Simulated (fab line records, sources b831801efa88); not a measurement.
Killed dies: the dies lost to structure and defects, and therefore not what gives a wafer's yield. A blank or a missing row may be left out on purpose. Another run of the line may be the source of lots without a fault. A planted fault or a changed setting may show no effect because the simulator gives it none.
Check for tools in common | flow gf180mcu | 13 lots and 39 wafers in the sample

## WHAT PROMPTED THE OPENING
GF_DNWELL_TW_MEAS_09, reading DNWELL_TW: flagged on 2 of 13 lots. No-fault wafers: 1347, standard deviation 11.
Rule: flag the lot when none of its wafers has a number, or when each of its wafers that has one lies beyond 4 standard deviations from that mean. The rest of the lots are taken to be sound.

lot  | measured    | on            | DNWELL_TW, wafer by wafer | flag
L826 | day 3 00:48 | film metro-02 | 1370 1369 1364            |
L827 | day 3 05:31 | film metro-01 | 1363 1360 1360            |
L828 | day 3 10:03 | film metro-03 | 1328 1340 1331            |
L831 | day 4 01:54 | film metro-01 | 1331 1341 1336            |
L832 | day 4 07:33 | film metro-01 | 1492 1499 1498            | FLAGGED
L836 | day 5 06:12 | film metro-01 | 1518 1517 1504            | FLAGGED
L837 | day 5 10:32 | film metro-03 | 1330 1331 1329            |
L839 | day 5 22:46 | film metro-01 | 1351 1342 1354            |
L840 | day 6 04:03 | film metro-01 | 1354 1348 1352            |
L841 | day 6 07:21 | film metro-03 | 1341 1342 1340            |
L842 | day 6 15:55 | film metro-01 | 1337 1346 1347            |
L843 | day 6 19:01 | film metro-02 | 1359 1356 1359            |
L848 | day 7 23:03 | film metro-02 | 1361 1354 1360            |
The mean of the flagged lots' numbers is 1505, +158 from the usual (+14 standard deviations).

## TOOL THAT RAN EACH LOT
The record holds 1 process step before the reading, out of a route of 602 steps. In each cell: the tool, then ch and the chambers that the sampled wafers went through, then the start.
lot  | flag    | GF_DNWELL_IMPLANT_07
L826 |         | implanter-02 ch 0, day 3 00:33
L827 |         | implanter-01 ch 0, day 3 05:16
L828 |         | implanter-02 ch 0, day 3 09:48
L831 |         | implanter-02 ch 0, day 4 01:39
L832 | FLAGGED | implanter-02 ch 0, day 4 07:18
L836 | FLAGGED | implanter-02 ch 0, day 5 05:57
L837 |         | implanter-04 ch 0, day 5 10:17
L839 |         | implanter-01 ch 0, day 5 22:31
L840 |         | implanter-04 ch 0, day 6 03:48
L841 |         | implanter-01 ch 0, day 6 07:06
L842 |         | implanter-01 ch 0, day 6 15:41
L843 |         | implanter-04 ch 0, day 6 18:48
L848 |         | implanter-01 ch 0, day 7 22:48
These steps, and what they do:
- GF_DNWELL_IMPLANT_07
- GF_DNWELL_TW_MEAS_09

## FLAGGED AGAINST TOTAL, ONE TOOL AT A TIME (gauges that did the reading follow at the end)
step                 | tool          | lots run | flagged | share of the flagged lots | sound lots run after its first flagged lot
GF_DNWELL_IMPLANT_07 | implanter-01  | 5        | 0       | none                      | -
GF_DNWELL_IMPLANT_07 | implanter-02  | 5        | 2       | all                       | 0
GF_DNWELL_IMPLANT_07 | implanter-04  | 3        | 0       | none                      | -
GF_DNWELL_TW_MEAS_09 | film metro-01 | 7        | 2       | all                       | 3 (L839,L840,L842)
GF_DNWELL_TW_MEAS_09 | film metro-02 | 3        | 0       | none                      | -
GF_DNWELL_TW_MEAS_09 | film metro-03 | 3        | 0       | none                      | -

## WHAT THE TABLE ALLOWS
Every flagged lot went through 2 rows of the table: implanter-02 at GF_DNWELL_IMPLANT_07 and film metro-01 at GF_DNWELL_TW_MEAS_09.
- implanter-02 at GF_DNWELL_IMPLANT_07 ran 5 lots, 2 of them flagged. It ran its last sound lot, L831, at day 4 01:39 and its first flagged lot, L832, at day 4 07:18: a fault with its onset between the two fits. Its own readings (tilt deg) fall more than 4 standard deviations out on all wafers of the flagged lots.
- film metro-01 at GF_DNWELL_TW_MEAS_09 ran 7 lots, 2 of them flagged. Lots that were sound ran on it after the first flagged one (L839, L840, L842); a persistent fault on the entire tool would not allow that.
implanter-02 at GF_DNWELL_IMPLANT_07 is the single tool remaining.

## WHAT THE SIMULATOR HAD PUT IN
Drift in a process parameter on implanter-02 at GF_DNWELL_IMPLANT_07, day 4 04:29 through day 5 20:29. Setting tilt deg shifted by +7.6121 from 0. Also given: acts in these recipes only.
Struck lots among those shown: L832, L836. The rule above found the same.
